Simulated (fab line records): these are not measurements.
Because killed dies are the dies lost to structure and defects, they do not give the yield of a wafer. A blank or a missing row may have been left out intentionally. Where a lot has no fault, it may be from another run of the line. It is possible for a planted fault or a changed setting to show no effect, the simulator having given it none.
Which tool was responsible?	flow sky130	6 lots with 18 wafers sampled at 5 steps, on a route of 708 steps

== WHAT THE GAUGES SHOWED, per wafer ==
SKY_VIA1_BOW_MEAS_03.
lot	measured	on	VIA1_BOW (um)
L735	day 33 04:08	film_metro-02	70 65 74
L739	day 34 12:32	film_metro-01	94 90 86
L743	day 35 17:04	film_metro-01	81 84 65
L747	day 37 02:29	film_metro-01	67 71 68
L754	day 39 16:56	film_metro-02	77 84 78
L757	day 40 06:36	film_metro-02	76 83 88

== TOOL THAT RAN EACH LOT (tool first, then ch and the chambers of the sampled wafers, then the start) ==
lot	SKY_CONTACT_ETCH_17	SKY_METAL1_COAT_10	SKY_METAL1_STRIP_20	SKY_VIA1_CMP_02
L735	rie_diel-04 ch 0,1,2, day 31 21:58	litho_track-02 ch 0, day 32 13:00	plasma_asher-01 ch 0,1, day 33 03:01	cmp-01 ch 1,2,3, day 33 03:49
L739	rie_diel-02 ch 0,3, day 33 07:28	litho_track-04 ch 0, day 33 22:00	plasma_asher-02 ch 0,1, day 34 11:24	cmp-02 ch 0,3, day 34 12:14
L743	rie_diel-04 ch 0,1,3, day 34 11:14	litho_track-03 ch 0, day 35 02:00	plasma_asher-04 ch 0,1, day 35 15:58	cmp-02 ch 1,3, day 35 16:47
L747	rie_diel-02 ch 0,2,3, day 35 21:58	litho_track-02 ch 0, day 36 12:00	plasma_asher-02 ch 0,1, day 37 01:13	cmp-01 ch 0,1,3, day 37 02:10
L754	rie_diel-02 ch 0,3, day 38 12:14	litho_track-04 ch 0, day 39 02:00	plasma_asher-04 ch 0,1, day 39 15:51	cmp-01 ch 2,3, day 39 16:41
L757	rie_diel-03 ch 1,2, day 39 03:22	litho_track-02 ch 0, day 39 17:00	plasma_asher-02 ch 0,1, day 40 05:31	cmp-01 ch 0,1,2, day 40 06:20
- SKY_CONTACT_ETCH_17: etches SiO2 in C4F8/O2/Ar, stops on Si3N4, target depth 340 nm.
- SKY_METAL1_COAT_10: resist thk 450 nm.
- SKY_METAL1_STRIP_20: strips in O2/N2.
- SKY_VIA1_CMP_02: polishes SiO2.

== THE ANSWER, worked out from the rows above alone ==
Rule: the usual values come from the lots themselves. Put in order of their means at a reading, lots are off if they are a third of the lots or fewer, leave a main group of 4 or more, and stand apart from it by a gap of 3 or more times the standard deviation of the main group's means; of several such gaps the widest counts. Not used: any main group whose means are identical at the precision the tables above print for the reading. A lot without any number at a reading at which 4 lots or more have one is off too. All remaining lots with rows at the step are treated as sound.
No lot is off on any of the readings shown, so nothing can be concluded from this.

== WHAT HAD BEEN PUT IN BY THE SIMULATOR ==
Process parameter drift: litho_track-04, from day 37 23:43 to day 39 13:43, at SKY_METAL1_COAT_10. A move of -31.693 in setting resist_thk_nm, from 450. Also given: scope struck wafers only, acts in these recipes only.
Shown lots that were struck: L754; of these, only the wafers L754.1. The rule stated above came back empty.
